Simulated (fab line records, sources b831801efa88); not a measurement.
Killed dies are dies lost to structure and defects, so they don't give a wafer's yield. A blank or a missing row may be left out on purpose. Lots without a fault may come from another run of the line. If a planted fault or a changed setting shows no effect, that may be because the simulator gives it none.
Which tool did it? -- flow sky130 -- 12 lots with 36 wafers sampled at 5 steps, on a route of 708 steps

## WHAT EACH GAUGE READ, for each wafer
SKY_VIA4_OVL_MEAS_11. Usual: VIA4_OVL 0.3 nm, standard deviation 1.3.
lot,measured,on,VIA4_OVL (nm),flag
L755,day 43 09:23,overlay-02,2.1 0.1 0.6,
L756,day 43 20:36,overlay-01,-0.6 0.2 0.3,
L757,day 44 05:35,overlay-01,-0.5 0.3 1.6,
L758,day 44 13:59,overlay-01,-0.8 0.5 -0.7,
L759,day 44 15:26,overlay-02,-0.4 2.8 1.5,
L760,day 44 22:23,overlay-01,0.9 1.8 3.1,
L764,day 45 13:30,overlay-01,0.7 1.9 0.5,
L768,day 46 08:55,overlay-02,0.1 1.6 -0.1,
L769,day 46 14:32,overlay-01,0.3 -0.1 0.5,
L770,day 46 20:41,overlay-01,0.8 0.2 0.3,
L771,day 46 23:59,overlay-02,-2.2 -0.7 -0.6,
L775,day 48 05:41,overlay-01,-0.4 -0.8 0.5,

SKY_PASSIVATION_THK_MEAS_01. Usual: PASSIVATION_CVD_00_THK 90.3 nm, standard deviation 1.3.
lot,measured,on,PASSIVATION_CVD_00_THK (nm),flag
L755,day 44 09:50,film-metro-02,91.2 92.0 94.5,
L756,day 44 21:02,film-metro-02,89.8 89.3 91.2,
L757,day 45 06:12,film-metro-03,91.1 90.5 91.0,
L758,day 45 14:04,film-metro-04,89.1 90.6 90.9,
L759,day 45 15:07,film-metro-02,90.4 92.9 91.6,
L760,day 45 22:27,film-metro-02,87.7 89.8 89.5,
L764,day 46 13:01,film-metro-02,93.0 91.6 91.1,
L768,day 47 07:00,film-metro-02,88.5 134.5 88.6,OFF
L769,day 47 12:19,film-metro-04,91.0 91.3 140.4,OFF
L770,day 47 19:17,film-metro-02,90.7 88.9 90.6,
L771,day 47 22:07,film-metro-04,90.8 89.3 138.9,OFF
L775,day 49 02:43,film-metro-03,88.2 89.5 90.6,

## EACH LOT AND THE TOOL THAT RAN IT (in order: tool; ch and the chambers of the sampled wafers; start)
lot,SKY_VIA3_CMP_24,SKY_METAL4_SPUTTER_02,SKY_PASSIVATION_CVD_00
L755,"cmp-01 ch 1,2,3, day 40 08:17","pvd-sputter-02, day 40 08:32","pecvd-03 ch 1,2, day 44 09:48"
L756,"cmp-02 ch 0,1,3, day 40 19:23","pvd-sputter-02, day 40 19:38","pecvd-02 ch 0,1, day 44 21:00"
L757,"cmp-01 ch 1,2, day 41 05:52","pvd-sputter-04, day 41 06:13","pecvd-02 ch 0,1, day 45 06:10"
L758,"cmp-01 ch 0,1,2, day 41 15:00","pvd-sputter-04, day 41 15:14","pecvd-02 ch 0,2, day 45 14:02"
L759,"cmp-02 ch 1,2,3, day 41 16:24","pvd-sputter-03, day 41 16:44","pecvd-02 ch 1,2, day 45 15:06"
L760,"cmp-02 ch 2,3, day 41 23:50","pvd-sputter-03, day 42 00:11","pecvd-01 ch 0,2, day 45 22:25"
L764,"cmp-01 ch 0,2,3, day 42 16:13","pvd-sputter-02, day 42 16:25","pecvd-03 ch 0,1,2, day 46 12:58"
L768,"cmp-01 ch 1,2,3, day 43 13:15","pvd-sputter-02, day 43 13:36","pecvd-03 ch 0,1,2, day 47 06:59"
L769,"cmp-02 ch 0,1,3, day 43 18:53","pvd-sputter-04, day 43 19:11","pecvd-03 ch 0,2, day 47 12:17"
L770,"cmp-01 ch 0,2,3, day 44 00:39","pvd-sputter-04, day 44 00:54","pecvd-02 ch 0,2, day 47 19:15"
L771,"cmp-02 ch 0,1, day 44 05:13","pvd-sputter-04, day 44 05:34","pecvd-03 ch 0,1, day 47 22:06"
L775,"cmp-01 ch 0,1,3, day 45 13:37","pvd-sputter-02, day 45 13:58","pecvd-01 ch 0,1, day 49 02:41"
- SKY_VIA3_CMP_24: polishes, stops on SiO2, t overpolish 20 s, target thk 0 nm.
- SKY_METAL4_SPUTTER_02: material AlCu, target thk 735 nm, time 39.1 s.
- SKY_PASSIVATION_CVD_00: deposits SiO2, target thk 90 nm.

## AS READ BY THE TOOLS THEMSELVES (means over the sampled wafers that have a number; for cases with no such wafer, the mark the record gives instead)
SKY_VIA3_CMP_24. Usual: head-pressure-psi 3.501 psi, standard deviation 0.0088; motor-current-A 10.9 A, standard deviation 1.1; overpolish-run-s 19.999 s, standard deviation 0.0085; time-to-endpoint-s 94 s, standard deviation 5.5.
lot,tool,head-pressure-psi (psi),motor-current-A (A),overpolish-run-s (s),time-to-endpoint-s (s),flag
L755,cmp-01,3.506,10.5,20.003,99,
L756,cmp-02,3.505,11.6,19.993,90,
L757,cmp-01,3.502,10.4,20.004,100,
L758,cmp-01,3.498,10.0,20.010,95,
L759,cmp-02,3.507,12.0,19.991,90,
L760,cmp-02,3.503,12.2,19.999,93,
L764,cmp-01,3.502,9.9,19.993,93,
L768,cmp-01,3.505,10.3,20.001,103,
L769,cmp-02,3.503,11.0,19.996,93,
L770,cmp-01,3.504,10.2,20.005,95,
L771,cmp-02,3.490,10.8,19.996,91,
L775,cmp-01,3.510,10.5,20.005,93,

SKY_METAL4_SPUTTER_02. Usual: throttle-valve-pct 30.3 %, standard deviation 1.5.
lot,tool,throttle-valve-pct (%),flag
L755,pvd-sputter-02,30.7,
L756,pvd-sputter-02,30.6,
L757,pvd-sputter-04,29.1,
L758,pvd-sputter-04,29.0,
L759,pvd-sputter-03,28.8,
L760,pvd-sputter-03,29.3,
L764,pvd-sputter-02,31.8,
L768,pvd-sputter-02,31.4,
L769,pvd-sputter-04,28.9,
L770,pvd-sputter-04,30.0,
L771,pvd-sputter-04,29.0,
L775,pvd-sputter-02,32.0,

SKY_PASSIVATION_CVD_00. Usual: heater-power-w 691 W, standard deviation 100.
lot,tool,heater-power-w (W),flag
L755,pecvd-03,649,
L756,pecvd-02,723,
L757,pecvd-02,663,
L758,pecvd-02,824,
L759,pecvd-02,640,
L760,pecvd-01,669,
L764,pecvd-03,679,
L768,pecvd-03,687,
L769,pecvd-03,548,
L770,pecvd-02,737,
L771,pecvd-03,656,
L775,pecvd-01,715,

## THE ANSWER, worked out from the rows above alone
Rule: a lot is off if the mean of its wafers that have a number lies more than 3 standard deviations from the usual mean. A lot without any number at a reading at which 4 lots or more have one is off too. Where the step has rows for the other lots, those lots are counted as sound. Order of review: gauges by route order, followed by the tools' own readings, for which a lot's mean as printed above is used. The first step at which some lot is off is used, and at that step the reading that is off furthest; a lot without a number counts as furthest.
Off: L768, L769, L771, at SKY_PASSIVATION_THK_MEAS_01 (PASSIVATION_CVD_00_THK).
If a tool, at a process step before that reading, ran all the lots that are off and no sound lot after the first of them, it fits. Gauges at SKY_PASSIVATION_THK_MEAS_01: tried the same way as those tools. One fits: SKY_PASSIVATION_CVD_00 on pecvd-03. Its last sound lot is L764 (day 46 12:58), its first lot that is off L768 (day 47 06:59): a fault that began between those two fits.

## WHAT THE SIMULATOR HAD PUT IN
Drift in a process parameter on pecvd-03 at SKY_PASSIVATION_CVD_00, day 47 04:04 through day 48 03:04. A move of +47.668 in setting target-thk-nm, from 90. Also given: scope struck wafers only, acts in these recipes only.
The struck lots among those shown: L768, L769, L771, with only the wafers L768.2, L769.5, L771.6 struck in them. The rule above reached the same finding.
